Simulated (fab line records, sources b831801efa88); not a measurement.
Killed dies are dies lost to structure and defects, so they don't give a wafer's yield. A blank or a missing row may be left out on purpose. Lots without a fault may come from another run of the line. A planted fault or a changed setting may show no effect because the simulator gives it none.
One fault seen from 2 desks | flow gf180mcu | each desk has only its own numbers; what lay behind them comes last

THE TOOL OWNER'S DESK: plasma_asher-02
The tool's own readings at GF_NWELL_STRIP_10 (strips in O2/N2): means of the sampled wafers that have a number, for each lot that ran on this tool. A lot is out of limits, marked OUT, if its mean lies more than 4 standard deviations from the usual mean; the brackets give that distance.
Columns: A = chamber_pressure_mTorr at GF_NWELL_STRIP_10, usual 1499.9 mTorr; B = drypump_motor_current_A at GF_NWELL_STRIP_10, usual 5.5 A; C = heater_power_w at GF_NWELL_STRIP_10, usual 334 W; D = oes_product_au at GF_NWELL_STRIP_10, usual 0.722 a.u.; E = strip_time_to_endpoint_s at GF_NWELL_STRIP_10, usual 36.99 s
lot  | first seen here | A      | B   | C   | D               | E
L650 | day 4 04:08     | 1500.6 | 5.3 | 336 | 0.728           | 37.12
L654 | day 5 07:34     | 1499.9 | 4.8 | 313 | 0.720           | 36.90
L657 | day 6 06:08     | 1500.0 | 5.4 | 338 | 0.965 (+53) OUT | -
L668 | day 8 08:33     | 1500.4 | 5.1 | 328 | 0.725           | 37.05
L669 | day 8 20:52     | 1500.3 | 5.3 | 334 | 0.721           | 36.92
This desk's finding: out of limits on L657; first on L657, day 6 06:08 (oes_product_au at GF_NWELL_STRIP_10). In limits: L650, L654, L668, L669.

THE METROLOGY DESK
What the gauges read, lot by lot, whatever tool the lot ran on: means of the sampled wafers that have a number. A lot is out of limits, marked OUT, if its mean lies more than 4 standard deviations from the usual mean; the brackets give that distance.
Columns: A = LVPWELL_TW at GF_LVPWELL_TW_MEAS_11, usual 559.5; B = LVPWELL_RS at GF_VT_IMPLANT_RS_MEAS_48, usual 1195.9 ohm/sq; C = CONTACT_W_THK at GF_CONTACT_THK_MEAS_26, usual 306 nm
lot  | first seen here | A                | B      | C
L649 | day 4 13:16     | 556.6            | 1193.3 | 307
L650 | day 4 17:19     | 556.5            | 1196.1 | 308
L653 | day 5 11:49     | 563.1            | 1198.9 | 306
L654 | day 5 21:13     | 560.2            | 1191.6 | 308
L657 | day 6 20:59     | 538.4 (-7.5) OUT | 1198.9 | 310
L663 | day 8 10:40     | 563.4            | 1193.7 | 299
L664 | day 8 11:01     | 557.7            | 1195.2 | 307
L666 | day 8 18:04     | 561.7            | 1198.8 | 300
L668 | day 9 01:49     | 562.7            | 1194.5 | 310
L667 | day 9 02:11     | 561.2            | 1193.4 | 309
L669 | day 9 14:42     | 562.8            | 1197.4 | 308
This desk's finding: out of limits on L657; first on L657, day 6 20:59 (LVPWELL_TW at GF_LVPWELL_TW_MEAS_11). In limits: L649, L650, L653, L654, L663, L664, L666, L668, L667, L669.

PUT TOGETHER
The tool owner's desk could have raised an alarm at day 6 06:08, on L657.
The metrology desk could have raised an alarm at day 6 20:59, on L657.
Of the lots named, all ran GF_NWELL_STRIP_10 on plasma_asher-02.

WHAT THE SIMULATOR HAD PUT IN
Strip aborted: plasma_asher-02, from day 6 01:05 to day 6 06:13, at GF_NWELL_STRIP_10. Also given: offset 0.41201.
Lots struck among those shown: L657.
Hours from the fault's start to each desk's first reading out of limits: the tool owner's desk, 5; the metrology desk, 20.
